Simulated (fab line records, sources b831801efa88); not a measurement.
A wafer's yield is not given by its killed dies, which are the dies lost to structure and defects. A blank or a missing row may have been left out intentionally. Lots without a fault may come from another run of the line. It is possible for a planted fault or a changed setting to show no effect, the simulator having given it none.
Which tool did it? ; flow gf180mcu ; Sampling: 14 lots, 42 wafers, 4 of 602 route steps

## WHAT THE GAUGES READ, wafer by wafer
GF_V3_CD_MEAS_14 targets a cd of 260 nm. Usual: cd nm reads 260.2 nm (standard deviation 1.1).
lot;measured;on;cd nm (nm);flag
L235;day 22 22:35;cd sem-02;260.5 260.5 260.6;
L238;day 23 19:05;cd sem-01;259.7 259.9 259.8;
L240;day 24 00:55;cd sem-01;261.1 262.5 260.4;
L245;day 26 01:13;cd sem-01;262.0 261.4 261.3;
L246;day 26 09:35;cd sem-02;258.9 260.5 258.7;
L249;day 27 03:11;cd sem-01;261.1 261.3 261.7;
L250;day 27 15:56;cd sem-02;260.9 260.9 260.9;
L252;day 28 02:27;cd sem-02;257.1 257.9 258.2;
L253;day 28 03:40;cd sem-01;258.0 259.4 259.4;
L254;day 28 17:26;cd sem-01;259.7 259.5 259.6;
L255;day 28 20:38;cd sem-02;258.6 258.7 258.5;
L256;day 29 09:14;cd sem-02;261.6 260.7 261.7;
L257;day 29 11:51;cd sem-02;258.4 259.5 259.4;
L258;day 29 16:02;cd sem-02;259.5 260.6 259.5;

GF_M4_CD_MEAS_14 targets a cd of 280 nm. Usual: cd nm reads 279.6 nm (standard deviation 1.3).
lot;measured;on;cd nm (nm);flag
L235;day 23 23:29;cd sem-01;278.8 278.8 278.2;
L238;day 24 18:44;cd sem-02;278.9 279.0 278.9;
L240;day 25 00:42;cd sem-02;282.7 280.8 282.2;
L245;day 26 23:51;cd sem-01;281.1 281.0 281.0;
L246;day 27 07:41;cd sem-01;281.3 281.9 281.8;
L249;day 27 23:10;cd sem-02;279.9 280.4 281.4;
L250;day 28 14:21;cd sem-02;280.6 280.1 279.9;
L252;day 28 23:42;cd sem-02;279.4 280.2 279.6;
L253;day 29 00:34;cd sem-01;280.8 279.4 280.4;
L254;day 29 14:26;cd sem-02;279.1 278.6 279.8;
L255;day 29 17:42;cd sem-01;278.9 280.2 278.6;
L256;day 30 06:17;cd sem-02;280.3 279.8 280.3;
L257;day 30 07:57;cd sem-01;280.3 279.1 279.5;
L258;day 30 12:20;cd sem-02;278.0 279.3 278.5;

## WHICH TOOL RAN EACH LOT (tool, then ch and the chambers of the sampled wafers, then the start)
lot;GF_CONTACT_SPUTTER_22;GF_V2_SPUTTER_21
L235;pvd sputter-04, day 16 15:52;pvd sputter-03, day 20 21:16
L238;pvd sputter-02, day 17 12:40;pvd sputter-04, day 21 19:07
L240;pvd sputter-04, day 17 17:34;pvd sputter-02, day 22 01:14
L245;pvd sputter-03, day 19 23:01;pvd sputter-03, day 24 05:01
L246;pvd sputter-03, day 20 10:34;pvd sputter-04, day 24 13:13
L249;pvd sputter-02, day 21 05:37;pvd sputter-03, day 25 06:45
L250;pvd sputter-02, day 21 20:12;pvd sputter-04, day 25 19:00
L252;pvd sputter-04, day 22 11:37;pvd sputter-03, day 26 09:55
L253;pvd sputter-02, day 22 12:58;pvd sputter-04, day 26 10:13
L254;pvd sputter-04, day 23 02:16;pvd sputter-03, day 27 00:11
L255;pvd sputter-04, day 23 07:55;pvd sputter-02, day 27 04:28
L256;pvd sputter-03, day 23 17:53;pvd sputter-02, day 27 16:17
L257;pvd sputter-02, day 23 22:48;pvd sputter-03, day 27 17:29
L258;pvd sputter-04, day 24 06:40;pvd sputter-04, day 27 23:17
- GF_CONTACT_SPUTTER_22: material Ti, target thk 15 nm, time 80.02 s.
- GF_V2_SPUTTER_21: material Ti, target thk 15 nm, time 80.02 s.

## AS READ BY THE TOOLS THEMSELVES (means over the sampled wafers that have a number; for cases with no such wafer, the mark the record gives instead)
GF_CONTACT_SPUTTER_22. Usual: chamber pressure pa 4.999 Pa, standard deviation 0.0084; throttle valve pct 30.4 %, standard deviation 1.
lot;tool;chamber pressure pa (Pa);throttle valve pct (%);flag
L235;pvd sputter-04;5.002;31.2;
L238;pvd sputter-02;4.999;29.5;
L240;pvd sputter-04;5.002;31.4;
L245;pvd sputter-03;5.400;29.4;OFF
L246;pvd sputter-03;5.410;29.3;OFF
L249;pvd sputter-02;4.999;29.3;
L250;pvd sputter-02;5.002;29.4;
L252;pvd sputter-04;5.004;30.1;
L253;pvd sputter-02;4.993;28.9;
L254;pvd sputter-04;5.003;30.2;
L255;pvd sputter-04;4.997;31.2;
L256;pvd sputter-03;4.992;30.6;
L257;pvd sputter-02;5.000;29.5;
L258;pvd sputter-04;4.990;31.3;

GF_V2_SPUTTER_21. Usual: chamber pressure pa 4.999 Pa, standard deviation 0.0096; throttle valve pct 30.3 %, standard deviation 1.
lot;tool;chamber pressure pa (Pa);throttle valve pct (%);flag
L235;pvd sputter-03;4.998;30.6;
L238;pvd sputter-04;4.998;29.8;
L240;pvd sputter-02;5.006;29.7;
L245;pvd sputter-03;5.003;30.4;
L246;pvd sputter-04;4.999;31.4;
L249;pvd sputter-03;4.990;30.5;
L250;pvd sputter-04;5.007;29.7;
L252;pvd sputter-03;4.988;30.4;
L253;pvd sputter-04;5.003;31.2;
L254;pvd sputter-03;4.995;30.1;
L255;pvd sputter-02;4.989;29.6;
L256;pvd sputter-02;4.998;29.3;
L257;pvd sputter-03;4.997;30.0;
L258;pvd sputter-04;5.004;31.0;

## THE ANSWER, worked out from the rows above alone
Rule: a lot is off if the mean of its wafers that have a number lies more than 3 standard deviations from the usual mean. Also off: a lot with no number at a reading for which 4 or more lots have one. Any other lot the step has rows for is counted as sound. After the gauges, taken in route order, come the tools' own readings; for these a lot's mean is taken, as printed above. The first step at which some lot is off is used, and at that step the reading that is off furthest; a lot without a number counts as furthest.
Off at GF_CONTACT_SPUTTER_22 (chamber pressure pa): L245, L246.
If a tool, at that step or one of the process steps before it, ran each lot that is off and ran no sound lot following the first of them, it fits. No candidate that was tried fits.

## WHAT THE SIMULATOR PUT IN
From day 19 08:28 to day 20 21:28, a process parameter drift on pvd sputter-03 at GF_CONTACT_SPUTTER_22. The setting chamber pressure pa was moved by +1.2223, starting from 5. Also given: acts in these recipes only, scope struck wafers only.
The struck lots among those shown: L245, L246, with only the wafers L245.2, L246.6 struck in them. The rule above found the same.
